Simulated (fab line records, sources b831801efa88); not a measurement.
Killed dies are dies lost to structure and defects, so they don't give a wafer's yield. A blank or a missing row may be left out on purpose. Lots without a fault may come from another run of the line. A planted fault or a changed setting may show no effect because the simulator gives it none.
fab line records | flow sky130
record lots=11 wafers=33 last_day=50
route steps=708 shown LDD_P@257 SD_P@331 LOCAL_INTERCONNECT@388 METAL1@434 PAD_OPEN@708
lots that met no fault: from a run of the same line without faults
start_h: hours from the record's first day to the start of the lot's first wafer shown | wait_h: hours since the lot's step before | " the same as in the row above | L1.1+2: a row that stands for several wafers | - no value, or no start given | * or withheld: withheld | < > ~ a bound
route shown NAME@n: a module of which the file shows steps, and the number in the route of the first | usual: mean/standard deviation of fault-free wafers | same: alike in all rows | chamber/n: place in a boat | sites: the reading at each site | _std_site: their standard deviation | _edge_site: outer sites' mean less inner sites' | radius_mm: how far each site lies from the wafer's centre | mask NAME#n: copy n | behind: the tool/chamber that last shaped the wafer | hold: why the lot was held/for how many hours/how that ended | device: the transistor (n, p or np) that didn't switch | end of line: the same wafers' tests at the end of the route | a step without rows: its recipe alone | killed: dies lost to structure and defects at the first sort, not the wafer's yield | map: a wafer's dies, x killed, . not, _ none there
set.NAME: the setting as run; set.NAME@STEP: as run at that earlier step | model.NAME: the simulator's own value behind a step, which no gauge read
steps of the route over a sample of lots; a table a step, a row a wafer
services: from which hour (start_h, from the record's first day; less than 0 if before it) a tool's chamber was out of use, for how many hours, and why
## steps
# step SKY_LDD_P_COAT_02
# recipe resist=NOVOLAK spin_rpm=3000 resist_thk_nm=1140
# usual exhaust_pa=45.2/0.7
# columns lot.wafer tool chamber start_h wait_h exhaust_pa
L360.2 litho_track-03 0 408.34 0.1 44.9
L360.5 " 0 " " 44.8
L360.6 " 0 " " 45.4
L362.3 litho_track-01 0 426.06 0.1 44.2
L362.4 " 0 " " 45.1
L362.5 " 0 " " 45.7
L365.1 litho_track-03 0 455.26 0.1 47.3
L365.2 " 0 " " 45.4
L365.3 " 0 " " 45.4
L367.1 litho_track-02 0 478.10 0.1 45.2
L367.2 " 0 " " 45.1
L367.5 " 0 " " 44.7
L368.1 litho_track-01 0 508.16 0.1 44.5
L368.4 " 0 " " 44.2
L368.6 " 0 " " 44.5
L374.2 litho_track-03 0 540.74 0.1 44.8
L374.3 " 0 " " 46.0
L374.6 " 0 " " 45.0
L376.1 litho_track-03 0 557.16 0.1 46.1
L376.3 " 0 " " 45.4
L376.5 " 0 " " 45.9
L377.1 litho_track-03 0 561.81 0.1 45.1
L377.2 " 0 " " 46.3
L377.5 " 0 " " 44.9
L381.2 litho_track-02 0 593.78 0.1 44.6
L381.4 " 0 " " 45.7
L381.5 " 0 " " 44.5
L382.1 litho_track-02 0 602.70 0.1 44.3
L382.3 " 0 " " 45.3
L382.5 " 0 " " 45.7
L383.2 litho_track-02 0 616.98 0.1 44.6
L383.3 " 0 " " 44.6
L383.6 " 0 " " 45.5
# step SKY_LDD_P_CD_MEAS_07
# recipe target_cd_nm=380
# usual cd_nm=380.5/2.5
# columns lot.wafer tool chamber start_h wait_h cd_nm
L360.2 cd_sem-02 - 423.92 0.1 378.9
L360.5 " - " " 378.0
L360.6 " - " " 378.2
L362.3 cd_sem-01 - 440.60 0.1 382.6
L362.4 " - " " 381.0
L362.5 " - " " 380.3
L365.1 cd_sem-01 - 470.10 0.1 375.5
L365.2 " - " " 375.9
L365.3 " - " " 375.6
L367.1 cd_sem-02 - 494.05 0.1 381.5
L367.2 " - " " 378.8
L367.5 " - " " 382.2
L368.1 cd_sem-02 - 524.11 0.1 379.3
L368.4 " - " " 374.7
L368.6 " - " " 377.2
L374.2 cd_sem-02 - 556.32 0.1 370.3
L374.3 " - " " 366.4
L374.6 " - " " 370.3
L376.1 cd_sem-01 - 571.65 0.1 371.5
L376.3 " - " " 372.5
L376.5 " - " " 372.4
L377.1 cd_sem-02 - 576.81 0.1 370.9
L377.2 " - " " 370.4
L377.5 " - " " 370.5
L381.2 cd_sem-01 - 608.59 0.1 382.7
L381.4 " - " " 381.0
L381.5 " - " " 383.3
L382.1 cd_sem-01 - 617.66 0.1 379.9
L382.3 " - " " 382.1
L382.5 " - " " 382.0
L383.2 cd_sem-02 - 630.93 0.1 384.8
L383.3 " - " " 385.3
L383.6 " - " " 384.3
# step SKY_LDD_P_STRIP_10
# recipe chemistry=O2/N2 power_w=1400 pressure_mtorr=1500 platen_temp_c=withheld o2_flow_sccm=3000 n2_flow_sccm=300 overash_fraction=0.5
# usual drypump_motor_current_A=5.71/0.26 oes_product_au=0.716/0.0044 strip_time_to_endpoint_s=14.19/0.034
# columns lot.wafer tool chamber start_h wait_h drypump_motor_current_A oes_product_au rf_hours_counter_h strip_time_to_endpoint_s
L360.2 plasma_asher-01 0 424.21 0.1 5.44 0.715 70 14.15
L360.5 " 0 " " 5.41 0.707 - 14.14
L360.6 " 1 " " 6.03 0.713 - 14.15
L362.3 plasma_asher-02 0 440.90 0.1 5.42 0.710 - 14.11
L362.4 " 1 " " 5.72 0.706 - 14.16
L362.5 " 0 " " 5.44 0.711 - 14.15
L365.1 plasma_asher-01 1 470.41 0.1 5.99 0.715 75 14.21
L365.2 " 0 " " 5.41 0.718 75 14.22
L365.3 " 1 " " 6.00 0.722 - 14.21
L367.1 plasma_asher-02 1 494.36 0.1 5.74 0.724 6 14.19
L367.2 " 0 " " 5.46 0.716 6 14.21
L367.5 " 1 " " 5.75 0.710 - 14.21
L368.1 plasma_asher-01 1 524.42 0.1 6.02 0.710 80 14.18
L368.4 " 0 " " 5.44 0.717 - 14.18
L368.6 " 1 " " 6.00 0.713 - 14.22
L374.2 plasma_asher-01 1 556.61 0.1 6.01 0.718 83 15.66
L374.3 " 1 " " 6.02 0.713 - 15.68
L374.6 " 1 " " 6.01 0.713 - 15.63
L376.1 plasma_asher-03 0 571.96 0.1 6.06 0.713 75 15.62
L376.3 " 0 " " 6.05 0.713 - 15.62
L376.5 " 1 " " 5.53 0.714 - 15.67
L377.1 plasma_asher-02 0 577.12 0.1 5.43 0.715 14 15.59
L377.2 " 1 " " 5.74 0.713 14 15.61
L377.5 " 1 " " 5.75 0.714 - 15.60
L381.2 plasma_asher-01 1 608.88 0.1 6.01 0.711 88 14.18
L381.4 " 0 " " 5.43 0.720 - 14.17
L381.5 " 1 " " 6.01 0.720 - 14.23
L382.1 plasma_asher-01 0 617.96 0.1 5.45 0.713 89 14.23
L382.3 " 0 " " 5.41 0.716 - 14.18
L382.5 " 1 " " 5.99 0.721 - 14.21
L383.2 plasma_asher-03 1 631.21 0.1 5.54 0.711 80 14.21
L383.3 " 0 " " 6.03 0.719 - 14.20
L383.6 " 0 " " 6.05 0.720 - 14.20
# step SKY_SD_P_TW_MEAS_11
# usual SD_P_TW=2848/30
# columns lot.wafer tool chamber start_h wait_h SD_P_TW
L360.2 film_metro-02 - 578.42 0.1 2877
L360.5 " - " " 2862
L360.6 " - " " 2865
L362.3 film_metro-02 - 595.84 0.1 2852
L362.4 " - " " 2854
L362.5 " - " " 2847
L365.1 film_metro-01 - 622.26 0.1 2818
L365.2 " - " " 2807
L365.3 " - " " 2815
L367.1 film_metro-02 - 645.67 0.1 2829
L367.2 " - " " 2834
L367.5 " - " " 2836
L368.1 film_metro-02 - 671.17 0.1 2844
L368.4 " - " " 2849
L368.6 " - " " 2856
L374.2 film_metro-01 - 701.77 0.1 2787
L374.3 " - " " 2807
L374.6 " - " " 2785
L376.1 film_metro-01 - 719.26 0.1 2801
L376.3 " - " " 2808
L376.5 " - " " 2801
L377.1 film_metro-03 - 722.52 0.1 2880
L377.2 " - " " 2900
L377.5 " - " " 2885
L381.2 film_metro-02 - 753.02 0.1 2835
L381.4 " - " " 2846
L381.5 " - " " 2852
L382.1 film_metro-03 - 762.17 0.1 2888
L382.3 " - " " 2878
L382.5 " - " " 2879
L383.2 film_metro-02 - 772.68 0.1 2836
L383.3 " - " " 2859
L383.6 " - " " 2831
# step SKY_LOCAL_INTERCONNECT_RS_MEAS_01
# recipe thk_meas_gauge=four-point-probe reads=TiN_of_LOCAL_INTERCONNECT_SPUTTER_00
# usual LOCAL_INTERCONNECT_TIN_RS=14.17/0.14
# columns lot.wafer tool chamber start_h wait_h LOCAL_INTERCONNECT_TIN_RS[ohm/sq]
L360.2 film_metro-02 - 668.06 0.1 14.18
L360.5 " - " " 14.46
L360.6 " - " " 14.10
L362.3 film_metro-02 - 685.51 0.1 14.20
L362.4 " - " " 14.18
L362.5 " - " " 14.14
L365.1 film_metro-02 - 711.03 0.0 14.36
L365.2 " - " " 13.95
L365.3 " - " " 14.10
L367.1 film_metro-02 - 732.29 0.0 14.40
L367.2 " - " " 14.14
L367.5 " - " " 14.23
L368.1 film_metro-02 - 757.11 0.0 14.08
L368.4 " - " " 14.11
L368.6 " - " " 14.07
L374.2 film_metro-02 - 787.63 0.1 14.18
L374.3 " - " " 13.93
L374.6 " - " " 14.17
L376.1 film_metro-04 - 804.34 0.0 14.08
L376.3 " - " " 14.12
L376.5 " - " " 14.24
L377.1 film_metro-02 - 808.00 0.0 14.12
L377.2 " - " " 14.15
L377.5 " - " " 14.29
L381.2 film_metro-04 - 837.68 0.1 14.23
L381.4 " - " " 14.06
L381.5 " - " " 14.18
L382.1 film_metro-04 - 845.90 0.0 14.13
L382.3 " - " " 14.19
L382.5 " - " " 14.11
L383.2 film_metro-02 - 856.51 0.1 14.09
L383.3 " - " " 14.14
L383.6 " - " " 14.21
# step SKY_METAL1_SPUTTER_00
# recipe material=Ti target_thk_nm=15 power_w=3000 time_s=10 chamber_pressure_pa=0.4
# usual throttle_valve_pct=30.1/0.93
# columns lot.wafer tool chamber start_h wait_h throttle_valve_pct
L360.2 pvd_sputter-02 - 727.74 0.1 31.2
L360.5 " - " " 31.2
L360.6 " - " " 31.1
L362.3 pvd_sputter-02 - 744.47 0.2 31.2
L362.4 " - " " 30.1
L362.5 " - " " 30.0
L365.1 pvd_sputter-04 - 769.69 0.2 28.9
L365.2 " - " " 31.6
L365.3 " - " " 28.0
L367.1 pvd_sputter-04 - 790.85 0.1 31.7
L367.2 " - " " 30.5
L367.5 " - " " 28.0
L368.1 pvd_sputter-02 - 814.65 0.2 30.8
L368.4 " - " " 29.9
L368.6 " - " " 30.0
L374.2 pvd_sputter-03 - 843.99 0.2 29.3
L374.3 " - " " 31.4
L374.6 " - " " 29.3
L376.1 pvd_sputter-02 - 860.35 0.2 30.1
L376.3 " - " " 29.7
L376.5 " - " " 31.1
L377.1 pvd_sputter-04 - 864.52 0.1 28.3
L377.2 " - " " 30.6
L377.5 " - " " 30.4
L381.2 pvd_sputter-03 - 893.81 0.2 31.4
L381.4 " - " " 30.0
L381.5 " - " " 29.8
L382.1 pvd_sputter-04 - 901.84 0.1 30.4
L382.3 " - " " 28.2
L382.5 " - " " 28.1
L383.2 pvd_sputter-02 - 910.54 0.1 30.8
L383.3 " - " " 30.4
L383.6 " - " " 30.9
# step SKY_PAD_OPEN_PROBE_99
# usual killed_at_M0_to_M3=42/6.6 killed_at_M4_up=3.0/1.8 killed_at_contacts=25/5.1 killed_at_front_end=15/4.4 killed_at_other=0.3/0.56 killed_dies=86/8.6 killed_on_rim=17/3.9 killed_open=47/6.9 killed_short=38/6
# same gross_dies=492 killed_at_back_side=0
# columns lot.wafer tool chamber start_h wait_h killed_at_M0_to_M3 killed_at_M4_up killed_at_contacts killed_at_front_end killed_at_other killed_dies killed_on_rim killed_open killed_short
L374.2 prober-01 - 1154.13 0.1 42 1 30 21 0 94 19 61 32
L374.3 prober-01 - 1154.18 0.2 39 6 19 9 0 73 16 39 33
L374.6 prober-01 - 1154.33 0.2 38 2 16 15 0 71 11 45 25
# killed by level:class
L374.2 CONTACT:geometric_particle:open=12 VIA1:geometric_particle:open=12 LI_CONTACT:geometric_particle:open=11 POLY_GATE:geometric_particle:open=7 VIA3:geometric_particle:open=7 METAL2:geometric_particle:short=5 FIELD_ISO:geometric_particle:short=4 FIELD_ISO:geometric_particle:open=4
L374.3 VIA1:geometric_particle:open=13 CONTACT:geometric_particle:open=8 VIA2:geometric_particle:open=6 FIELD_ISO:geometric_particle:short=4 METAL4:geometric_particle:short=4 VIA3:geometric_particle:short=4 FIELD_ISO:geometric_particle:open=3 LI_CONTACT:geometric_particle:open=3
L374.6 VIA3:geometric_particle:open=10 VIA1:geometric_particle:open=9 VIA2:geometric_particle:open=7 METAL2:geometric_particle:short=5 LI_CONTACT:geometric_particle:open=5 LOCAL_INTERCONNECT:geometric_particle:short=5 CONTACT:geometric_particle:open=5 FIELD_ISO:geometric_particle:open=4
## services
# columns tool chamber start_h hours kind
plasma_asher-02 - 421.25 9.0 pm
plasma_asher-02 - 450.72 2.8 pm
plasma_asher-03 - 585.14 5.2 repair
pvd_sputter-03 - 589.39 2.3 repair
pvd_sputter-04 - 617.06 5.4 repair
pvd_sputter-04 - 632.86 4.9 repair
plasma_asher-03 - 633.32 2.1 repair
pvd_sputter-02 - 666.70 5.3 repair
plasma_asher-03 - 701.20 5.6 repair
pvd_sputter-02 - 719.97 4.2 repair
plasma_asher-03 - 728.41 1.7 repair
plasma_asher-01 - 733.75 9.0 pm
plasma_asher-01 0 733.75 9.0 vent_cycle
plasma_asher-01 1 733.75 9.0 vent_cycle
plasma_asher-01 0 742.75 - clean
plasma_asher-01 - 765.42 0.5 repair
pvd_sputter-02 - 768.60 6.7 repair
pvd_sputter-02 - 792.76 5.5 repair
pvd_sputter-04 - 824.54 15.2 repair
pvd_sputter-04 - 845.26 5.4 repair
pvd_sputter-04 - 848.16 11.0 repair
pvd_sputter-03 - 856.92 1.0 repair
plasma_asher-03 - 881.01 1.7 repair
pvd_sputter-02 - 906.10 0.5 repair
## key
first_sign step=SKY_LDD_P_CD_MEAS_07 reading=cd_nm direction=down sigmas=3.9 usual=380.5 struck=370.6
effect step=SKY_LDD_P_STRIP_10 reading=strip_time_to_endpoint_s direction=up sigmas=42 usual=* struck=*
met_at SKY_LDD_P_COAT_02
struck_lots L374,L376,L377
tester_left_out L374,L376,L377
not_acting_at SKY_SD_P_TW_MEAS_11,SKY_LOCAL_INTERCONNECT_RS_MEAS_01,SKY_METAL1_SPUTTER_00
onset_between 455.26 540.74
fault kind=process_parameter_drift tool=litho_track-03 chamber=- onset_h=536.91 steps=SKY_LDD_P_COAT_02 channel=resist_thk_nm offset=128.04 shape=step end_h=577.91 acts_in=these_recipes_only stated=1140
# tester_left_out: of these lots the tester's yield and bins aren't shown, on N5 and GAA mostly nor the transistor test; their killed dies are dies lost to structure and defects alone, not to doping, threshold or leakage, so they don't give the yield
